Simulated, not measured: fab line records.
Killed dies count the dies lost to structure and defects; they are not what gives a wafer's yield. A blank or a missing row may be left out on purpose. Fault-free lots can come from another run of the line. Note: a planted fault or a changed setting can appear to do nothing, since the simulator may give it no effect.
Which tool did it? || flow sky130 || 6 lots, 18 wafers sampled, at 4 steps of a route of 708

WHAT THE GAUGES READ, wafer by wafer
SKY_CONTACT_THK_MEAS_26: measures by xrf.
{"lot": "L863", "measured": "day 32 02:25", "on": "film-metro-01", "CONTACT_W_THK (nm)": "346 345 350"}
{"lot": "L867", "measured": "day 33 09:16", "on": "film-metro-03", "CONTACT_W_THK (nm)": "346 343 339"}
{"lot": "L878", "measured": "day 37 04:14", "on": "film-metro-01", "CONTACT_W_THK (nm)": "338 346 340"}
{"lot": "L881", "measured": "day 38 03:08", "on": "film-metro-03", "CONTACT_W_THK (nm)": "345 346 344"}
{"lot": "L884", "measured": "day 38 18:00", "on": "film-metro-01", "CONTACT_W_THK (nm)": "351 347 347"}

WHICH TOOL RAN EACH LOT (tool, then ch and the chambers of the sampled wafers, then the start)
{"lot": "L863", "SKY_LI_CONTACT_ETCH_14": "rie-diel-02 ch 0,2,3, day 29 14:40", "SKY_LI_CONTACT_SPUTTER_19": "pvd-sputter-03, day 29 15:05", "SKY_LI_CONTACT_CMP_24": "cmp-02 ch 0,1,2, day 29 15:41"}
{"lot": "L867", "SKY_LI_CONTACT_ETCH_14": "rie-diel-04 ch 0,1, day 30 22:21", "SKY_LI_CONTACT_SPUTTER_19": "pvd-sputter-02, day 30 22:47", "SKY_LI_CONTACT_CMP_24": "cmp-01 ch 0,1,3, day 30 23:20"}
{"lot": "L869", "SKY_LI_CONTACT_ETCH_14": "rie-diel-04 ch 1,3, day 32 03:55", "SKY_LI_CONTACT_SPUTTER_19": "pvd-sputter-02, day 32 04:20", "SKY_LI_CONTACT_CMP_24": "cmp-01 ch 0,1, day 32 04:47"}
{"lot": "L878", "SKY_LI_CONTACT_ETCH_14": "rie-diel-02 ch 0,1,3, day 34 19:59", "SKY_LI_CONTACT_SPUTTER_19": "pvd-sputter-01, day 34 20:25", "SKY_LI_CONTACT_CMP_24": "cmp-01 ch 0,1,2, day 34 20:52"}
{"lot": "L881", "SKY_LI_CONTACT_ETCH_14": "rie-diel-04 ch 0,2, day 35 18:01", "SKY_LI_CONTACT_SPUTTER_19": "pvd-sputter-01, day 35 18:26", "SKY_LI_CONTACT_CMP_24": "cmp-02 ch 0,1, day 35 18:53"}
{"lot": "L884", "SKY_LI_CONTACT_ETCH_14": "rie-diel-04 ch 0,3, day 36 10:37", "SKY_LI_CONTACT_SPUTTER_19": "pvd-sputter-02, day 36 11:04", "SKY_LI_CONTACT_CMP_24": "cmp-02 ch 1,3, day 36 11:30"}
- SKY_LI_CONTACT_ETCH_14: etches BARC in N2/H2, stops on SiO2, time 45.9 s, target depth 60 nm.
- SKY_LI_CONTACT_SPUTTER_19: material Ti, target thk 20 nm, time 106.37 s.
- SKY_LI_CONTACT_CMP_24: polishes, stops on PSG, t overpolish 20 s, target thk 0 nm.

THE ANSWER, worked out from the rows above alone
Rule: what is usual is taken from the lots themselves. Put in order of their means at a reading, lots are off if they are a third of the lots or fewer, leave a main group of 4 or more, and stand apart from it by a gap of 3 or more times the standard deviation of the main group's means; of several such gaps the widest counts. A main group whose means are all the same, to the digits that the tables above print for the reading, isn't used. Also off: a lot with no number at a reading for which 4 or more lots have one. Where the step has rows for the other lots, those lots are counted as sound.
No lot is off on any of the readings shown, so nothing can be concluded from this.

WHAT THE SIMULATOR HAD INSERTED
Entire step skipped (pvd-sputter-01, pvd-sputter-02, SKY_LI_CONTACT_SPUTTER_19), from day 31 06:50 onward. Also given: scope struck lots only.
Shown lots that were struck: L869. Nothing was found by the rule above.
